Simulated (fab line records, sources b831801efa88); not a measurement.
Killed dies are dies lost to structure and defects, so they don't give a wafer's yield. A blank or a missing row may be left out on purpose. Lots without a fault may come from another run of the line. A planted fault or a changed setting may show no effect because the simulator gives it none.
A struck lot beside a sound one | flow gf180mcu | 33 steps out of a route of 602
Sound: wafers L363.3, L363.4, L363.6. Struck: wafers L356.4, L356.5, L356.6. The cause comes at the end.
At each step with rows: each side's tool, then ch and its chambers, then its first start. Under that, the readings that differ: sound wafers | struck wafers | difference of the means | sigmas: that difference in standard deviations of wafers without a fault.
alike: readings whose means differ by less than 2 such deviations, and words and numbers that are the same on both sides. not compared: withheld readings, readings that some wafer has no value for, bounds like >300 that may hide the same value, and numbers for which the record gives no deviation and whose values overlap.
The two part at a step that has a row with sigmas, a row that says differs or no value, or rows on one side only. Numbers that don't overlap but have no deviation are shown without sigmas and don't part them. A reading that every wafer of one side lacks parts them only if that side has two wafers or more.

first, 2 steps without rows for these wafers: GF_M2_PEB_12 (peb time 90 s); GF_M2_DEVELOP_13 (develop time 60 s).
GF_M2_CD_MEAS_14: target cd 280 nm.
  sound on cd_sem-01, day 25 05:49; struck on cd_sem-01, day 22 23:14
  alike: cd_nm
GF_M2_OVL_MEAS_15:
  sound on overlay-02, day 25 05:54; struck on overlay-02, day 22 23:19
  alike: M2_OVL
GF_M2_METAL_ETCH_16: etches the open film in Cl2/BCl3, stops on SiO2, target depth 627.5 nm, time 104.6 s.
  sound on rie_metal-04 ch 0,1, day 25 05:58; struck on rie_metal-04 ch 0, day 22 23:26
  alike: drypump_motor_current_A, oes_product_au, throttle_valve_pct
GF_M2_STRIP_17: strips in O2/N2.
  sound on plasma_asher-01 ch 0,1, day 25 06:04; struck on plasma_asher-02 ch 0,1, day 22 23:35
  reading               | sound             | struck            | difference | sigmas
  oes_product_au (a.u.) | 0.556 0.560 0.569 | 0.551 0.548 0.556 | -0.010     | -2
  alike: drypump_motor_current_A, heater_power_w, strip_time_to_endpoint_s
then, 3 steps without rows for these wafers: GF_M2_STRIP_18 (strips in post etch residue remover, time 1200 s); GF_M2_CLEAN_19 (cleans in DIW); GF_V2_CVD_00 (deposits SiO2, target thk 600 nm, time 100 s).
GF_V2_THK_MEAS_01:
  sound on film_metro-01, day 25 06:40; struck on film_metro-04, day 23 00:11
  alike: V2_CVD_00_THK
GF_V2_CVD_02: deposits SiO2 from TEOS, target thk 850 nm, time 94.851 s.
  sound on pecvd-04 ch 0,1,2, day 25 06:42; struck on pecvd-03 ch 0,1,2, day 23 00:16
  alike: heater_power_w
  not compared: since_wet_clean_h
GF_V2_THK_MEAS_03:
  sound on film_metro-03, day 25 06:47; struck on film_metro-04, day 23 00:19
  alike: V2_CVD_02_THK
GF_V2_CMP_04: polishes SiO2.
  sound on cmp-01 ch 0,1,3, day 25 06:53; struck on cmp-02 ch 0,2,3, day 23 00:27
  no value came back on the struck wafers for edge_zone_pressure_frac, head_pressure_psi (psi), motor_current_A (A), time_to_endpoint_s (s); on the sound wafers edge_zone_pressure_frac reads 1.010 0.999 0.994
  reading                             | sound             | struck          | difference | sigmas
  model.SiO2_of_V2_CVD_02.thk_nm (nm) | 632.4 633.9 632.3 | 845 850.8 838.1 | +212       |
GF_V2_BOW_MEAS_05:
  sound on film_metro-01, day 25 07:10; struck on film_metro-04, day 23 00:43
  alike: V2_BOW
then, 8 steps without rows for these wafers: GF_V2_DEHYDRATE_06 (time 60 s); GF_V2_HMDS_07 (prime time 60 s); GF_V2_COAT_08; GF_V2_COAT_09 (resist thk 1000 nm); GF_V2_SOFTBAKE_10 (time 60 s); GF_V2_EXPOSE_11 (exposes mask Via2, target cd 260 nm); GF_V2_PEB_12 (peb time 90 s); GF_V2_DEVELOP_13 (develop time 60 s).
GF_V2_CD_MEAS_14: target cd 260 nm.
  sound on cd_sem-01, day 26 03:52; struck on cd_sem-02, day 23 22:26
  alike: cd_nm
GF_V2_OVL_MEAS_15:
  sound on overlay-02, day 26 03:58; struck on overlay-01, day 23 22:31
  alike: V2_OVL
then, 1 step without rows for these wafers: GF_V2_ETCH_16 (etches BARC in N2/H2).
GF_V2_ETCH_17: etches SiO2 in C4F8/O2/Ar, stops on TiN, target depth 630 nm.
  sound on rie_diel-04 ch 0,1; struck on rie_diel-03 ch 0,2,3
  reading                        | sound             | struck            | difference | sigmas
  oes_product_au (a.u.)          | 0.855 0.857 0.863 | 1.620 1.632 1.604 | +0.760     | +99 or more
  model.etch.depth_nm (nm)       | 632.4 633.9 632.3 | 824.1 829.9 810.4 | +188.6     |
  model.V2.feature_depth_nm (nm) | 632.4 633.9 632.3 | 824.1 829.9 810.4 | +188.6     |
GF_V2_STRIP_18: strips in O2/N2.
  sound on plasma_asher-03 ch 0,1, day 26 04:09; struck on plasma_asher-03 ch 0,1, day 23 22:41
  alike: drypump_motor_current_A, heater_power_w, oes_product_au
then, 3 steps without rows for these wafers: GF_V2_STRIP_19 (strips in post etch residue remover, time 1200 s); GF_V2_CLEAN_20 (cleans in DIW); GF_V2_SPUTTER_21 (material Ti, target thk 15 nm, time 80.02 s).
GF_V2_SPUTTER_22: material TiN, target thk 10 nm, time 40 s.
  sound on pvd_sputter-04, day 26 04:43; struck on pvd_sputter-02, day 23 23:36
  alike: throttle_valve_pct
then, 1 step without rows for these wafers: GF_V2_CVD_23 (deposits W, target thk 350 nm, time 104.94 s).
GF_V2_CMP_26: polishes, stops on SiO2, t overpolish 15 s, target thk 0 nm.
  sound on cmp-01 ch 0,2,3, day 26 05:40; struck on cmp-02 ch 0,1,3, day 24 00:05
  reading                             | sound             | struck          | difference | sigmas
  model.SiO2_of_V2_CVD_02.thk_nm (nm) | 628.6 630.1 628.5 | 841.2 847 834.3 | +211.8     |
  alike: edge_zone_pressure_frac, head_pressure_psi, motor_current_A

WHERE THEY PART
First at GF_M2_STRIP_17; last, within this record, at GF_V2_ETCH_17. Later steps at which nothing parts them and some readings are alike: GF_V2_STRIP_18, GF_V2_SPUTTER_22, GF_V2_CMP_26.

WHY: what the simulator had put in
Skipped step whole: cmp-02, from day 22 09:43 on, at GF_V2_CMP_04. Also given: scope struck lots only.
